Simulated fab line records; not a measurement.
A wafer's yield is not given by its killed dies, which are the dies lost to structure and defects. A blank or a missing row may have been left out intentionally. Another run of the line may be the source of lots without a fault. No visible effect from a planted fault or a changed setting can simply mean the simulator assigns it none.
Which of the tools did it? / flow sky130 / 42 wafers from 14 lots sampled at 4 of the route's 708 steps

== WHAT EACH GAUGE READ, for each wafer ==
SKY_VT_ADJUST_HVTP_OVL_MEAS_08.
lot=L354; measured=day 6 06:02; on=overlay-01; VT_ADJUST_HVTP_OVL (nm)=-1.5 -0.2 -2.0
lot=L355; measured=day 6 12:22; on=overlay-02; VT_ADJUST_HVTP_OVL (nm)=-0.6 1.0 1.8
lot=L356; measured=day 6 19:39; on=overlay-01; VT_ADJUST_HVTP_OVL (nm)=0.0 1.0 1.2
lot=L357; measured=day 7 05:13; on=overlay-01; VT_ADJUST_HVTP_OVL (nm)=-0.2 0.0 0.5
lot=L358; measured=day 7 10:46; on=overlay-01; VT_ADJUST_HVTP_OVL (nm)=0.8 -1.3 1.5
lot=L360; measured=day 8 00:06; on=overlay-02; VT_ADJUST_HVTP_OVL (nm)=0.7 0.0 0.8
lot=L364; measured=day 9 02:52; on=overlay-01; VT_ADJUST_HVTP_OVL (nm)=-0.2 1.3 1.2
lot=L365; measured=day 9 11:42; on=overlay-02; VT_ADJUST_HVTP_OVL (nm)=0.0 1.0 0.1
lot=L366; measured=day 9 17:42; on=overlay-01; VT_ADJUST_HVTP_OVL (nm)=2.1 0.7 2.9
lot=L369; measured=day 10 06:28; on=overlay-02; VT_ADJUST_HVTP_OVL (nm)=-1.8 -1.7 -0.1
lot=L370; measured=day 10 13:58; on=overlay-02; VT_ADJUST_HVTP_OVL (nm)=0.1 -0.5 0.2
lot=L373; measured=day 11 09:11; on=overlay-02; VT_ADJUST_HVTP_OVL (nm)=1.6 0.6 2.5
lot=L374; measured=day 11 17:35; on=overlay-02; VT_ADJUST_HVTP_OVL (nm)=2.6 0.5 -1.0
lot=L375; measured=day 11 21:43; on=overlay-01; VT_ADJUST_HVTP_OVL (nm)=2.1 0.7 0.1

SKY_VT_ADJUST_LVTN_OVL_MEAS_18.
lot=L354; measured=day 7 21:07; on=overlay-02; VT_ADJUST_LVTN_01_OVL (nm)=-1.8 1.3 -0.1
lot=L355; measured=day 8 03:28; on=overlay-02; VT_ADJUST_LVTN_01_OVL (nm)=-2.0 -0.4 0.1
lot=L356; measured=day 8 11:25; on=overlay-01; VT_ADJUST_LVTN_01_OVL (nm)=-1.3 1.7 -2.5
lot=L357; measured=day 8 23:07; on=overlay-02; VT_ADJUST_LVTN_01_OVL (nm)=0.3 1.8 0.2
lot=L358; measured=day 9 04:30; on=overlay-02; VT_ADJUST_LVTN_01_OVL (nm)=-1.1 -0.9 -3.9
lot=L360; measured=day 9 17:53; on=overlay-01; VT_ADJUST_LVTN_01_OVL (nm)=-1.7 0.0 -0.6
lot=L364; measured=day 10 23:56; on=overlay-01; VT_ADJUST_LVTN_01_OVL (nm)=-0.8 -0.7 -1.7
lot=L365; measured=day 11 09:32; on=overlay-02; VT_ADJUST_LVTN_01_OVL (nm)=-1.6 -2.0 -3.4
lot=L366; measured=day 11 16:05; on=overlay-02; VT_ADJUST_LVTN_01_OVL (nm)=-3.7 -3.0 -1.0
lot=L369; measured=day 12 05:29; on=overlay-02; VT_ADJUST_LVTN_01_OVL (nm)=-1.1 0.0 -0.9
lot=L370; measured=day 12 11:23; on=overlay-01; VT_ADJUST_LVTN_01_OVL (nm)=-1.0 -0.1 -1.6
lot=L373; measured=day 13 07:54; on=overlay-01; VT_ADJUST_LVTN_01_OVL (nm)=0.9 -0.7 0.5
lot=L374; measured=day 13 17:26; on=overlay-01; VT_ADJUST_LVTN_01_OVL (nm)=0.9 0.4 -0.2
lot=L375; measured=day 13 19:53; on=overlay-02; VT_ADJUST_LVTN_01_OVL (nm)=-1.4 -2.0 -0.2

SKY_VT_ADJUST_LVTN_TW_MEAS_21.
lot=L354; measured=day 7 21:24; on=film metro-01; VT_ADJUST_LVTN_2_TW=185.4 185.9 185.8
lot=L355; measured=day 8 03:46; on=film metro-01; VT_ADJUST_LVTN_2_TW=187.1 186.4 187.5
lot=L356; measured=day 8 11:43; on=film metro-04; VT_ADJUST_LVTN_2_TW=188.3 190.2 189.8
lot=L357; measured=day 8 23:24; on=film metro-03; VT_ADJUST_LVTN_2_TW=187.9 188.1 187.3
lot=L358; measured=day 9 04:48; on=film metro-04; VT_ADJUST_LVTN_2_TW=189.5 190.0 189.4
lot=L360; measured=day 9 18:10; on=film metro-01; VT_ADJUST_LVTN_2_TW=186.3 186.3 186.3
lot=L364; measured=day 11 00:14; on=film metro-03; VT_ADJUST_LVTN_2_TW=189.0 189.1 190.0
lot=L365; measured=day 11 09:49; on=film metro-04; VT_ADJUST_LVTN_2_TW=188.5 188.6 187.7
lot=L366; measured=day 11 16:22; on=film metro-01; VT_ADJUST_LVTN_2_TW=185.5 186.8 186.7
lot=L369; measured=day 12 05:46; on=film metro-04; VT_ADJUST_LVTN_2_TW=186.4 187.2 187.7
lot=L370; measured=day 12 11:41; on=film metro-03; VT_ADJUST_LVTN_2_TW=188.1 188.5 186.9
lot=L373; measured=day 13 08:11; on=film metro-04; VT_ADJUST_LVTN_2_TW=188.4 187.9 188.6
lot=L374; measured=day 13 17:44; on=film metro-03; VT_ADJUST_LVTN_2_TW=189.0 188.9 189.0
lot=L375; measured=day 13 20:10; on=film metro-03; VT_ADJUST_LVTN_2_TW=189.3 190.2 190.4

== WHICH TOOL RAN EACH LOT (tool, then ch and the chambers of the sampled wafers, then the start) ==
lot=L354; SKY_PWDE_IMPLANT_08=implanter-03 ch 0, day 4 00:41
lot=L355; SKY_PWDE_IMPLANT_08=implanter-03 ch 0, day 4 06:27
lot=L356; SKY_PWDE_IMPLANT_08=implanter-01 ch 0, day 4 13:31
lot=L357; SKY_PWDE_IMPLANT_08=implanter-02 ch 0, day 4 21:23
lot=L358; SKY_PWDE_IMPLANT_08=implanter-03 ch 0, day 5 02:51
lot=L360; SKY_PWDE_IMPLANT_08=implanter-01 ch 0, day 5 13:50
lot=L364; SKY_PWDE_IMPLANT_08=implanter-01 ch 0, day 6 13:30
lot=L365; SKY_PWDE_IMPLANT_08=implanter-01 ch 0, day 6 21:19
lot=L366; SKY_PWDE_IMPLANT_08=implanter-01 ch 0, day 7 02:46
lot=L369; SKY_PWDE_IMPLANT_08=implanter-02 ch 0, day 7 14:04
lot=L370; SKY_PWDE_IMPLANT_08=implanter-02 ch 0, day 7 21:04
lot=L373; SKY_PWDE_IMPLANT_08=implanter-02 ch 0, day 8 13:00
lot=L374; SKY_PWDE_IMPLANT_08=implanter-02 ch 0, day 8 21:38
lot=L375; SKY_PWDE_IMPLANT_08=implanter-02 ch 0, day 9 00:04
- SKY_PWDE_IMPLANT_08

== AS READ BY THE TOOLS THEMSELVES (means over the sampled wafers that have a number; for cases with no such wafer, the mark the record gives instead) ==
SKY_PWDE_IMPLANT_08.
lot=L354; tool=implanter-03; beam energy keV=150.01
lot=L355; tool=implanter-03; beam energy keV=150.03
lot=L356; tool=implanter-01; beam energy keV=149.99
lot=L357; tool=implanter-02; beam energy keV=150.05
lot=L358; tool=implanter-03; beam energy keV=149.98
lot=L360; tool=implanter-01; beam energy keV=149.91
lot=L364; tool=implanter-01; beam energy keV=139.51
lot=L365; tool=implanter-01; beam energy keV=139.53
lot=L366; tool=implanter-01; beam energy keV=139.49
lot=L369; tool=implanter-02; beam energy keV=150.00
lot=L370; tool=implanter-02; beam energy keV=150.01
lot=L373; tool=implanter-02; beam energy keV=149.99
lot=L374; tool=implanter-02; beam energy keV=149.98
lot=L375; tool=implanter-02; beam energy keV=150.01

== THE ANSWER, worked out from the rows above alone ==
Rule: the usual values come from the lots themselves. The widest of any qualifying gaps counts: lots, ordered by their means at a reading, are off when they make up no more than a third of the lots, leave a main group of 4 or more, and stand apart from it by 3 or more times the standard deviation of that group's means. The tables above print the reading to a certain number of digits; a main group whose means all agree to those digits is not used. Also off: a lot with no number at a reading for which 4 or more lots have one. Where the step has rows for the other lots, those lots are counted as sound. First the gauges in route order, then the tools' own readings, where a lot's mean is used as printed above. The first step at which some lot is off is used, and at that step the reading that is off furthest; a lot without a number counts as furthest.
Off: L364, L365, L366, at SKY_PWDE_IMPLANT_08 (beam energy keV). For the main group the mean is 150.00 and the standard deviation 0.034.
If a tool, at that step or one of the process steps before it, ran each lot that is off and ran no sound lot following the first of them, it fits. One fits: implanter-01 at SKY_PWDE_IMPLANT_08. A fault onset in the window from L360 (day 5 13:50, its last sound lot) to L364 (day 6 13:30, its first lot off) fits.
The tool's own readings at SKY_PWDE_IMPLANT_08 bear it out: on the lots that are off they differ by more than 5 times the standard deviation of the sound lots' means. beam energy keV reads 139.51 there against 150.00 on the sound lots.

== WHAT THE SIMULATOR PUT IN ==
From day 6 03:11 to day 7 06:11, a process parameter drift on implanter-01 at SKY_PWDE_IMPLANT_08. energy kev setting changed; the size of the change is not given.
Lots struck among those shown: L364, L365, L366. The rule above found the same.
